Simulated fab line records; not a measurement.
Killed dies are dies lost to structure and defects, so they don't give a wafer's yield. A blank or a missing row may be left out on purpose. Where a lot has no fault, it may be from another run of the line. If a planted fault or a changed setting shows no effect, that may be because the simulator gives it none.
A struck lot beside a sound one ; flow sky130 ; 30 out of 708 route steps
Sound: the wafers L580.1, L580.4, L580.5. The struck wafers were L586.1, L586.2, L586.6. At the end, the cause is stated.
Order at every step that has rows: each side's tool, ch and its chambers, its first start. Under that, the readings that differ: sound wafers ; struck wafers ; difference of the means ; sigmas: that difference in standard deviations of wafers without a fault.
alike: readings whose means differ by less than 2 such deviations, and words and numbers that are the same on both sides. not compared: withheld readings, readings that some wafer has no value for, bounds like >300 that may hide the same value, and numbers for which the record gives no deviation and whose values overlap.
Wherever a step has rows on one side only, a row that says differs or no value, or a row with sigmas, the two part there. Numbers that have no deviation but don't overlap get no sigmas and don't part them. Lack of a reading on every wafer of one side parts them only where that side has two or more wafers.

first, 5 steps without rows for these wafers: SKY_SONOS_ONO_COAT_08 (resist thk 1140 nm); SKY_SONOS_ONO_SOFTBAKE_09 (time 60 s); SKY_SONOS_ONO_EXPOSE_10 (exposes mask ONOM, target cd 410 nm); SKY_SONOS_ONO_PEB_11; SKY_SONOS_ONO_DEVELOP_12 (develop time 60 s).
SKY_SONOS_ONO_CD_MEAS_13 targets a cd of 410 nm.
  sound on cdSem-02, day 12 13:10; struck on cdSem-02, day 14 19:41
  alike: cdNm
SKY_SONOS_ONO_OVL_MEAS_14:
  sound on overlay-02, day 12 13:17; struck on overlay-02, day 14 19:48
  alike: SONOS_ONO_OVL
SKY_SONOS_ONO_ETCH_15: etches the open film in CHF3/O2, target depth 19.52 nm, time 7.8 s.
  sound on rieDiel-03 ch 0,1,2, day 12 13:20; struck on rieDiel-02 ch 1,2,3, day 14 19:50
  alike: chf3FlowSccm, drypumpMotorCurrentA, oesProductAu, throttleValvePct
  not compared: rfHoursCounterH
then, 1 step without rows for these wafers: SKY_SONOS_ONO_WET_ETCH_16 (etches SiO2 in dHF, target depth 14 nm, time 280 s).
SKY_SONOS_ONO_STRIP_17: strips in O2/N2.
  sound on plasmaAsher-03 ch 1, day 12 13:26; struck on plasmaAsher-03 ch 0,1, day 14 19:57
  alike: drypumpMotorCurrentA, oesProductAu, stripTimeToEndpointS
  not compared: rfHoursCounterH
then, 2 steps without rows for these wafers: SKY_SONOS_ONO_WET_ETCH_18 (etches Si3N4 in H3PO4, target depth 15 nm, time 172 s); SKY_GATE_OXIDE_CLEAN_00 (cleans in SC1/SC2, time 150 s).
SKY_GATE_OXIDE_OXIDATION_01: stabilise 600 s, purge 300 s, target thk 10.268 nm.
  sound on furnace-01 ch 0, day 12 14:39; struck on furnace-01 ch 0, day 14 20:56
reading;sound;struck;difference;sigmas
spikeTcBottomC (C);920.2 921.4 919.2;912.7 912.0 916.0;-6.7;-5
spikeTcCentreC (C);901.6 904.2 902.3;896.9 896.3 895.6;-6.4;-6
spikeTcLowerC (C);899.9 900.3 901.4;895.6 895.7 895.0;-5.1;-4
spikeTcUpperC (C);896.9 900.3 898.2;893.5 893.4 893.5;-5.0;-5
tubeCenterTempC (C);900 899.96 899.91;894.15 894.16 894.12;-5.81;-73
tube_center_temp_C_max;901.8 901.9 902.3;896.1 896.5 896.8;-5.5;-13
model.SiO2_of_GATE_OXIDE_OXIDATION_01.thkNm (nm);10.39 10.45 10.48;9.524 9.747 9.611;-0.813;
SKY_GATE_OXIDE_THK_MEAS_02:
  sound on filmMetro-01, day 12 16:04; struck on filmMetro-01, day 14 22:20
reading;sound;struck;difference;sigmas
GATE_OXIDE_OXIDATION_00_THK (nm);10.41 10.43 10.49;9.57 9.78 9.61;-0.79;-4
then, 7 steps without rows for these wafers: SKY_GATE_OXIDE_DEHYDRATE_03 (time 60 s); SKY_GATE_OXIDE_HMDS_04 (prime time 60 s); SKY_GATE_OXIDE_COAT_05 (resist thk 1140 nm); SKY_GATE_OXIDE_SOFTBAKE_06 (time 60 s); SKY_GATE_OXIDE_EXPOSE_07 (exposes mask LVOM, target cd 600 nm); SKY_GATE_OXIDE_PEB_08; SKY_GATE_OXIDE_DEVELOP_09 (develop time 60 s).
SKY_GATE_OXIDE_OVL_MEAS_10:
  sound on overlay-01, day 13 17:52; struck on overlay-02, day 16 01:56
  alike: GATE_OXIDE_OVL
then, 2 steps without rows for these wafers: SKY_GATE_OXIDE_IMPLANT_11; SKY_GATE_OXIDE_WET_ETCH_12 (etches SiO2 in dHF, target depth 16.8 nm, time 336 s).
SKY_GATE_OXIDE_STRIP_13: strips in O2/N2.
  sound on plasmaAsher-03 ch 0,1, day 13 18:10; struck on plasmaAsher-03 ch 0,1, day 16 02:14
reading;sound;struck;difference;sigmas
oesProductAu (a.u.);0.714 0.715 0.711;0.719 0.724 0.724;+0.009;+2
  alike: drypumpMotorCurrentA, stripTimeToEndpointS
  not compared: rfHoursCounterH
SKY_GATE_OXIDE_TW_MEAS_14:
  sound on filmMetro-01, day 13 18:16; struck on filmMetro-01, day 16 02:20
  alike: GATE_OXIDE_TW
then, 1 step without rows for these wafers: SKY_GATE_OXIDE_CLEAN_15 (cleans in SC1/SC2, time 150 s).
SKY_GATE_OXIDE_OXIDATION_16: stabilise 600 s, purge 300 s, target thk 3.57 nm.
  sound on furnace-02 ch 0, day 13 18:38; struck on furnace-02 ch 0, day 16 03:07
reading;sound;struck;difference;sigmas
model.SiO2_of_GATE_OXIDE_OXIDATION_01.thkNm (nm);11.68 11.7 11.77;10.96 11.2 11.05;-0.65;
  alike: oxTempC, oxTempCMax, spikeTcBottomC, spikeTcCentreC, spikeTcLowerC, spikeTcUpperC, tubeCenterTempC, tube_center_temp_C_max
then, 1 step without rows for these wafers: SKY_POLY_GATE_CVD_00 (deposits poly-Si, target thk 180 nm, time 720 s).
-- a jump in the record: the struck wafers' starts before and after are 31 days apart (it breaks off in module POLY_GATE and resumes in module PAD_OPEN, where the first step shown is number 708 of the route) --
SKY_PAD_OPEN_PROBE_99:
  sound on prober-02, day 45 14:14; struck on prober-01, day 47 05:13
reading;sound;struck;difference;sigmas
killedAtFrontEnd;9 11 12;18 23 19;+9;+2
model.etest.pfetG5v0d10v5.rOnOhmUm;4813 4880 4884;4704 4793 4703;-126;
model.etest.tipSonos.rsOhmSq;2674 2713 2698;2454 2523 2509;-200;
model.etest.nfetG5v0d10v5.rOnOhmUm;1923 1912 1914;1852 1886 1864;-49;
model.etest.nfetG5v0d10v5.driveUaUm;594.4 595.2 594.7;637 619.4 623.9;+32;
model.etest.nfet_05v0_nvt.driveUaUm;570.3 569.2 570.4;602 590 599.9;+27;
model.etest.pfetG5v0d10v5.driveUaUm;334 332.9 334.5;352.3 341.4 350.9;+14.4;
model.etest.nfet_16v.driveUaUm;223.4 222.2 218.8;233.9 229.7 232;+10.4;
model.etest.capThickOxide.gateLog10ACm2;-7.152 -7.214 -7.362;-6.29 -6.502 -6.214;+0.91;
  alike: killed_at_M0_to_M3, killed_at_M4_up, killedAtContacts, killedDies, killedOpen, killedShort

## WHERE THEY PART
Last at SKY_PAD_OPEN_PROBE_99 as far as this record goes, first at SKY_GATE_OXIDE_OXIDATION_01.

WHY: whatever the simulator had introduced
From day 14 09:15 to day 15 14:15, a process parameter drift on furnace-01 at SKY_GATE_OXIDE_OXIDATION_01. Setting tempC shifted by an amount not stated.
